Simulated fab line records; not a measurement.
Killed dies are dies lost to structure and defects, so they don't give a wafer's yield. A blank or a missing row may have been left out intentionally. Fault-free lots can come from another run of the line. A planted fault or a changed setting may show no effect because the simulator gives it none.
A struck lot beside a sound one :: flow sky130 :: 43 steps out of a route of 708
Sound: the wafers L111.1, L111.2, L111.4. Struck: wafer L127.1 (left out: L127.5, a lot-mate that was not struck); the cause follows at the end.
For every step that has rows: the tool of each side, followed by ch and its chambers, followed by its first start. Under that, the readings that differ: sound wafers :: struck wafers :: difference of the means :: sigmas: that difference in standard deviations of wafers without a fault.
alike: words and numbers the same on both sides, and readings whose means are apart by under 2 such deviations; not compared: readings that were withheld, readings missing a value for some wafer, numbers with overlapping values and no deviation given by the record, and bounds like >300 which may hide the same value.
The two part at a step that has a row with sigmas, a row that says differs or no value, or rows on one side only. Numbers that don't overlap but have no deviation are shown without sigmas and don't part them. A reading that every wafer of one side lacks parts them only if that side has two wafers or more.

SKY_LDD_HVP_TW_MEAS_10:
  sound: film_metro-02 at day 22 03:47; struck: film_metro-02 at day 28 01:00
reading: LDD_HVP_TW
sound: 458 456 455
struck: 464
difference: +8
sigmas: +2
then, 7 steps without rows for these wafers: SKY_LDD_LDN_DEHYDRATE_00 (time 60 s); SKY_LDD_LDN_HMDS_01 (prime time 60 s); SKY_LDD_LDN_COAT_02 (resist thk 1140 nm); SKY_LDD_LDN_SOFTBAKE_03 (time 60 s); SKY_LDD_LDN_EXPOSE_04 (exposes mask LDNTM, target cd 700 nm); SKY_LDD_LDN_PEB_05; SKY_LDD_LDN_DEVELOP_06 (develop time 60 s).
SKY_LDD_LDN_OVL_MEAS_07:
  sound: overlay-01 at day 23 09:19; struck: overlay-01 at day 29 05:55
  alike: LDD_LDN_OVL
then, 3 steps without rows for these wafers: SKY_LDD_LDN_IMPLANT_08; SKY_LDD_LDN_IMPLANT_09; SKY_LDD_LDN_IMPLANT_10.
SKY_LDD_LDN_IMPLANT_11:
  sound on implanter-02 ch 0, day 23 09:47; struck on implanter-02 ch 0, day 29 06:24
  alike: dose_ions_cm2
SKY_LDD_LDN_STRIP_12: strips in O2/N2.
  sound on plasma_asher-01 ch 0,1, day 23 09:56; struck on plasma_asher-03 ch 0, day 29 06:33
  alike: chamber_pressure_mTorr, drypump_motor_current_A, oes_product_au, strip_time_to_endpoint_s
  not compared: rf_hours_counter_h
SKY_LDD_LDN_TW_MEAS_13:
  sound: film_metro-04 at day 23 10:02; struck: film_metro-03 at day 29 06:39
  alike: LDD_LDN_TW
then, 2 steps without rows for these wafers: SKY_LDD_LDN_CLEAN_14 (cleans in SC1/SC2, time 150 s); SKY_SPACER_CVD_00 (deposits Si3N4 from DCS/NH3, target thk 43.1 nm, time 740 s).
SKY_SPACER_THK_MEAS_01:
  sound: film_metro-01 at day 23 11:22; struck: film_metro-02 at day 29 08:42
  alike: SPACER_CVD_00_THK
SKY_SPACER_ETCHBACK_02: etches Si3N4 in CH3F/O2, stops on SiO2, time 46.7 s, target depth 45 nm.
  sound on rie_diel-01 ch 1,2,3, day 23 11:25; struck on rie_diel-04 ch 1, day 29 08:46
  alike: chamber_pressure_mTorr, drypump_motor_current_A, oes_product_au, throttle_valve_pct
  not compared: rf_hours_counter_h
then, 8 steps without rows for these wafers: SKY_POLY_CUT_DEHYDRATE_00 (time 60 s); SKY_POLY_CUT_HMDS_01 (prime time 60 s); SKY_POLY_CUT_COAT_02 (resist thk 60 nm); SKY_POLY_CUT_COAT_03 (resist thk 450 nm); SKY_POLY_CUT_SOFTBAKE_04 (time 90 s); SKY_POLY_CUT_EXPOSE_05 (exposes mask NPCM, target cd 270 nm); SKY_POLY_CUT_PEB_06; SKY_POLY_CUT_DEVELOP_07 (develop time 60 s).
SKY_POLY_CUT_CD_MEAS_08: the cd target is 270 nm.
  sound: cd_sem-01 at day 24 17:04; struck: cd_sem-01 at day 30 13:04
  alike: cd_nm
SKY_POLY_CUT_OVL_MEAS_09:
  sound: overlay-02 at day 24 17:11; struck: overlay-02 at day 30 13:11
  alike: POLY_CUT_OVL
SKY_POLY_CUT_ETCH_10: etches BARC in N2/H2, stops on SiO2, time 45.9 s, target depth 60 nm.
  sound on rie_diel-02 ch 0,1,3, day 24 17:13; struck on rie_diel-01 ch 0, day 30 13:13
reading: drypump_motor_current_A (A)
sound: 5.9 6.0 5.7
struck: 4.9
difference: -1.0
sigmas: -2

reading: rf_hours_counter_h (h)
sound: 1 6 1
struck: 53
difference: +50
sigmas: 
  alike: chamber_pressure_mTorr, oes_product_au, throttle_valve_pct
SKY_POLY_CUT_ETCH_11: etches Si3N4 in CF4/CH2F2/Ar, stops on poly-Si, time 42.5 s, target depth 60 nm.
  sound on rie_diel-02 ch 0,1,3, day 24 17:15; struck on rie_diel-01 ch 0, day 30 13:16
reading: drypump_motor_current_A (A)
sound: 5.9 6.1 5.7
struck: 4.9
difference: -1.0
sigmas: -2

reading: rf_hours_counter_h (h)
sound: 1 6 1
struck: 53
difference: +50
sigmas: 
  alike: chamber_pressure_mTorr, oes_product_au, throttle_valve_pct
SKY_POLY_CUT_STRIP_12: strips in O2/N2.
  sound on plasma_asher-02 ch 0,1, day 24 17:17; struck on plasma_asher-04 ch 1, day 30 13:19
reading: oes_product_au (a.u.)
sound: 0.446 0.447 0.457
struck: 0.462
difference: +0.012
sigmas: +2
  alike: chamber_pressure_mTorr, drypump_motor_current_A, strip_time_to_endpoint_s
  not compared: rf_hours_counter_h
then, 7 steps without rows for these wafers: SKY_SD_P_DEHYDRATE_00 (time 60 s); SKY_SD_P_HMDS_01 (prime time 60 s); SKY_SD_P_COAT_02 (resist thk 1140 nm); SKY_SD_P_SOFTBAKE_03 (time 60 s); SKY_SD_P_EXPOSE_04 (exposes mask PSDM, target cd 380 nm); SKY_SD_P_PEB_05; SKY_SD_P_DEVELOP_06 (develop time 60 s).
SKY_SD_P_CD_MEAS_07: the cd target is 380 nm.
  sound: cd_sem-02 at day 25 22:46; struck: cd_sem-02 at day 31 16:52
  alike: cd_nm
SKY_SD_P_OVL_MEAS_08:
  sound: overlay-02 at day 25 22:53; struck: overlay-02 at day 31 16:59
  alike: SD_P_OVL
next, for these wafers, 1 step has no rows: SKY_SD_P_IMPLANT_09.
-- a jump in the record: the struck wafers' starts before and after are 18 days apart (it breaks off in module SD_P and resumes in module PAD_OPEN, where the first step shown is number 708 of the route) --
SKY_PAD_OPEN_PROBE_99:
  sound: prober-01 at day 46 05:44; struck: prober-01 at day 50 00:11
reading: killed_at_M0_to_M3
sound: 37 37 35
struck: 51
difference: +15
sigmas: +2

reading: killed_short
sound: 34 41 26
struck: 48
difference: +14
sigmas: +2

reading: model.etest.tip_sonos.rs_ohm_sq
sound: 2735 2765 2779
struck: 2895
difference: +135
sigmas: 

reading: model.etest.tip_sonos.rs_ohm_sq_range
sound: 37.23 44.79 49.48
struck: 147.9
difference: +104.1
sigmas: 

reading: model.etest.tip_sonos.rs_ohm_sq_rim_less_centre
sound: 28.69 -0.485 7.041
struck: -87.14
difference: -98.89
sigmas: 
  alike: killed_at_M4_up, killed_at_contacts, killed_at_front_end, killed_at_other, killed_dies, killed_open

WHERE THEY PART
First at SKY_LDD_HVP_TW_MEAS_10; last, within this record, at SKY_PAD_OPEN_PROBE_99.

WHY: the cause the simulator had injected
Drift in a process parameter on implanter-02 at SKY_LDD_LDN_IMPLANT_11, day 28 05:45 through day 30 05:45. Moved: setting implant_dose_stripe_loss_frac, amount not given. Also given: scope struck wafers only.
